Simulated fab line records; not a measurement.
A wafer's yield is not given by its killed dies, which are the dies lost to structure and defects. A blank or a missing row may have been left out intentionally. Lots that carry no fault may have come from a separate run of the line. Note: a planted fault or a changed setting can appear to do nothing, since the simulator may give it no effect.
fab line records | flow gf180mcu | part 2 of 2: steps 33 to 43 of 43
record lots=5 wafers=15 last-day=34
route steps=602 shown DUAL_GATE@152 POLY_GATE@157 HV_LDD@176
lots untouched by any fault: they come from a run of this same line in which no faults occurred
start-h: hours from the record's opening day to when the first of the lot's shown wafers began | wait-h: hours elapsed since this lot's preceding step | " unchanged from the row above | L1.1+2: one row covering several wafers at once | - either no value or no given start | * or withheld: withheld | < > ~ a bound
route shown NAME@n: names a module that has steps shown in the file, with the first one's number in the route | usual: average and standard deviation across the fault-free wafers | same: alike in all rows | chamber/n: place in a boat | sites: the reading at each site | _std_site: standard deviation across them | _edge_site: the outer-site mean with the inner-site mean subtracted | radius-mm: for every site, how far away it sits from the centre of the wafer | mask NAME#n: copy n | behind: tool/chamber where the wafer was last shaped | hold: cause of the lot's hold/its duration in hours/its outcome | device: whichever transistor did not switch (one of n, p or np) | end of line: tests run on the same wafers once the route is complete | a step given without rows: its recipe and nothing more | killed: the dies lost at the first sort to structure and to defects; this is not the yield of the wafer | map: dies across one wafer; x = killed, . = not, _ = none there
set.NAME: the setting the step ran with; set.NAME@STEP: the setting that earlier step ran with | model.NAME: the simulator's own value behind a step, which no gauge read
certain route steps with their lots: each step a table, each wafer a row
services: the hour from which a tool's chamber was out of use, counted from the record's first day as start-h (under 0 if before that day), plus the number of hours and why
## steps
# step GF_HV_LDD_OVL_MEAS_08
# usual HV_LDD_OVL=1.1/1.1
# columns lot.wafer tool chamber start-h wait-h HV_LDD_OVL[nm]
L077.2 overlay-02 - 237.43 0.1 2.0
L077.4 " - " " 0.5
L077.5 " - " " 1.7
L079.1 overlay-01 - 259.15 0.1 1.2
L079.2 " - " " 0.3
L079.4 " - " " 0.8
L085.2 overlay-02 - 301.55 0.1 1.9
L085.3 " - " " 0.7
L085.5 " - " " 2.2
L087.1 overlay-02 - 310.83 0.1 3.2
L087.4 " - " " 2.5
L087.5 " - " " 1.2
L096.1 overlay-02 - 376.53 0.1 0.1
L096.5 " - " " 2.4
L096.6 " - " " 1.0
# step GF_HV_LDD_IMPLANT_09
# recipe species=As energy-kev=40 dose-cm2=1e+14 tilt-deg=7
# usual faraday-current-uA=563/10 tilt-deg=7.002/0.023
# columns lot.wafer tool chamber start-h wait-h faraday-current-uA tilt-deg
L077.2 implanter-03 0 237.49 0.0 563 6.980
L077.4 " 0 " " 576 6.989
L077.5 " 0 " " 556 6.990
L079.1 implanter-03 0 259.18 0.0 569 7.013
L079.2 " 0 " " 551 6.995
L079.4 " 0 " " 555 7.026
L085.2 implanter-02 0 301.61 0.0 557 7.002
L085.3 " 0 " " 575 6.979
L085.5 " 0 " " 584 7.003
L087.1 implanter-02 0 310.87 0.0 558 7.036
L087.4 " 0 " " 557 7.029
L087.5 " 0 " " 570 7.018
L096.1 implanter-04 0 376.56 0.0 572 7.021
L096.5 " 0 " " 541 7.019
L096.6 " 0 " " 573 7.023
# step GF_HV_LDD_STRIP_10
# recipe chemistry=O2/N2 power-w=1400 pressure-mtorr=1500 platen-temp-c=250 o2-flow-sccm=3000 n2-flow-sccm=300 overash-fraction=0.5
# usual drypump-motor-current-A=5.6/0.36 heater-power-w=329/21 oes-product-au=0.716/0.0047 strip-time-to-endpoint-s=12.623/0.029
# columns lot.wafer tool chamber start-h wait-h drypump-motor-current-A heater-power-w oes-product-au rf-hours-counter-h strip-time-to-endpoint-s
L077.2 plasma-asher-04 1 237.61 0.1 5.4 346 0.715 44 12.613
L077.4 " 0 " " 5.0 324 0.721 - 12.614
L077.5 " 1 " " 5.4 348 0.716 - 12.630
L079.1 plasma-asher-01 1 259.33 0.1 6.1 301 0.715 61 12.577
L079.2 " 0 " " 5.3 343 0.724 61 12.604
L079.4 " 1 " " 6.1 311 0.719 - 12.600
L085.2 plasma-asher-01 0 301.73 0.1 5.3 349 0.718 65 12.652
L085.3 " 0 " " 5.3 349 0.721 - 12.690
L085.5 " 1 " " 6.1 293 0.718 - 12.669
L087.1 plasma-asher-01 0 311.02 0.1 5.3 353 0.708 66 12.600
L087.4 " 1 " " 6.1 309 0.717 - 12.613
L087.5 " 0 " " 5.3 348 0.717 - 12.632
L096.1 plasma-asher-04 1 376.71 0.1 5.4 358 0.722 58 12.681
L096.5 " 1 " " 5.4 345 0.715 - 12.657
L096.6 " 0 " " 5.0 325 0.711 - 12.653
# step GF_HV_LDD_TW_MEAS_11
# usual HV_LDD_TW=2400/12
# columns lot.wafer tool chamber start-h wait-h HV_LDD_TW
L077.2 film-metro-03 - 237.72 0.1 2389
L077.4 " - " " 2408
L077.5 " - " " 2403
L079.1 film-metro-03 - 259.43 0.1 2404
L079.2 " - " " 2399
L079.4 " - " " 2394
L085.2 film-metro-03 - 301.84 0.1 2388
L085.3 " - " " 2390
L085.5 " - " " 2389
L087.1 film-metro-03 - 311.12 0.1 2382
L087.4 " - " " 2388
L087.5 " - " " 2389
L096.1 film-metro-03 - 376.81 0.1 2410
L096.5 " - " " 2423
L096.6 " - " " 2417
# step GF_HV_LDD_DEHYDRATE_12
# recipe temp-c=200 time-s=60
# columns lot.wafer tool chamber start-h wait-h
L077.2+4+5 litho-track-04 0 245.78 8.0
L079.1+2+4 litho-track-03 0 268.01 8.6
L085.2+3+5 litho-track-04 0 311.33 9.5
L087.1+4+5 litho-track-03 0 320.91 9.8
L096.1+5+6 litho-track-03 0 387.26 10.4
# step GF_HV_LDD_HMDS_13
# recipe prime-time-s=60 prime-temp-c=120
# columns lot.wafer tool chamber start-h wait-h
L077.2+4+5 litho-track-04 0 245.93 0.1
L079.1+2+4 litho-track-03 0 268.16 0.1
L085.2+3+5 litho-track-04 0 311.48 0.1
L087.1+4+5 litho-track-03 0 321.06 0.1
L096.1+5+6 litho-track-03 0 387.41 0.1
# step GF_HV_LDD_COAT_14
# recipe resist=NOVOLAK spin-rpm=3000 resist-thk-nm=1000
# columns lot.wafer tool chamber start-h wait-h
L077.2+4+5 litho-track-04 0 246.08 0.1
L079.1+2+4 litho-track-03 0 268.31 0.1
L085.2+3+5 litho-track-04 0 311.63 0.1
L087.1+4+5 litho-track-03 0 321.21 0.1
L096.1+5+6 litho-track-03 0 387.56 0.1
# step GF_HV_LDD_SOFTBAKE_15
# recipe temp-c=90 time-s=60 resist=NOVOLAK
# columns lot.wafer tool chamber start-h wait-h
L077.2+4+5 litho-track-04 0 246.23 0.1
L079.1+2+4 litho-track-03 0 268.46 0.1
L085.2+3+5 litho-track-04 0 311.78 0.1
L087.1+4+5 litho-track-03 0 321.36 0.1
L096.1+5+6 litho-track-03 0 387.71 0.1
# step GF_HV_LDD_EXPOSE_16
# recipe mask-id=Pplus_LV_AREA target-cd-nm=400 na=0.6 source-shape=conventional sigma-outer=0.6 dose-mj=140
# usual exposure-dose-mJ-cm2=140.01/0.15 stage-vel-mm-s=499.98/0.23
# columns lot.wafer tool chamber start-h wait-h mask exposure-dose-mJ-cm2 stage-vel-mm-s
L077.2 iline-stepper-01 0 - - Pplus_LV_AREA#0 139.87 499.85
L077.4 " 0 " " Pplus_LV_AREA#0 140.16 500.07
L077.5 " 0 " " Pplus_LV_AREA#0 139.94 499.92
L079.1 iline-stepper-01 0 - - Pplus_LV_AREA#0 140.12 499.52
L079.2 " 0 " " Pplus_LV_AREA#0 140.03 499.87
L079.4 " 0 " " Pplus_LV_AREA#0 140.15 499.51
L085.2 iline-stepper-01 0 - - Pplus_LV_AREA#0 139.96 499.77
L085.3 " 0 " " Pplus_LV_AREA#0 139.85 499.75
L085.5 " 0 " " Pplus_LV_AREA#0 140.02 500.20
L087.1 iline-stepper-02 0 - - Pplus_LV_AREA#0 139.67 499.81
L087.4 " 0 " " Pplus_LV_AREA#0 139.77 500.02
L087.5 " 0 " " Pplus_LV_AREA#0 139.85 500.20
L096.1 iline-stepper-02 0 - - Pplus_LV_AREA#0 140.18 500.18
L096.5 " 0 " " Pplus_LV_AREA#0 140.18 500.07
L096.6 " 0 " " Pplus_LV_AREA#0 140.06 499.87
# step GF_HV_LDD_PEB_17
# recipe temp-c=withheld time-s=* resist=NOVOLAK
# columns lot.wafer tool chamber start-h wait-h
L077.2+4+5 litho-track-03 0 - -
L079.1+2+4 litho-track-02 0 - -
L085.2+3+5 litho-track-02 0 - -
L087.1+4+5 litho-track-02 0 - -
L096.1+5+6 litho-track-03 0 - -
# step GF_HV_LDD_DEVELOP_18
# recipe develop-time-s=60 dev-temp-c=23
# columns lot.wafer tool chamber start-h wait-h
L077.2+4+5 litho-track-03 0 255.89 0.1
L079.1+2+4 litho-track-02 0 278.33 0.1
L085.2+3+5 litho-track-02 0 321.70 0.1
L087.1+4+5 litho-track-02 0 331.58 0.1
L096.1+5+6 litho-track-03 0 399.01 0.1
## services
# columns tool chamber start-h hours kind
plasma-asher-01 - 202.75 2.8 pm
wet-bench-02 - 203.18 1.8 repair
rie-si-01 2 212.22 6.0 repair
furnace-01 - 212.38 3.1 pm
krf-scanner-02 - 215.06 0.8 pm
iline-stepper-02 - 245.21 10.2 repair
krf-scanner-02 - 252.45 3.6 pm
plasma-asher-04 - 261.09 0.8 repair
furnace-02 - 268.80 5.4 pm
krf-scanner-02 - 269.14 0.8 pm
furnace-01 - 287.67 3.4 pm
krf-scanner-02 - 289.59 1.3 pm
wet-bench-01 - 290.80 1.0 repair
krf-scanner-02 - 303.42 4.4 pm
plasma-asher-03 - 304.62 1.8 repair
krf-scanner-02 - 314.44 1.0 pm
krf-scanner-02 - 315.44 4.0 pm
plasma-asher-03 - 334.84 0.4 repair
iline-stepper-02 - 347.55 6.4 repair
krf-scanner-02 - 359.04 0.3 repair
iline-stepper-02 - 366.40 1.7 pm
furnace-01 - 379.86 3.4 pm
iline-stepper-01 - 383.21 8.9 pm
iline-stepper-01 - 392.10 1.7 pm
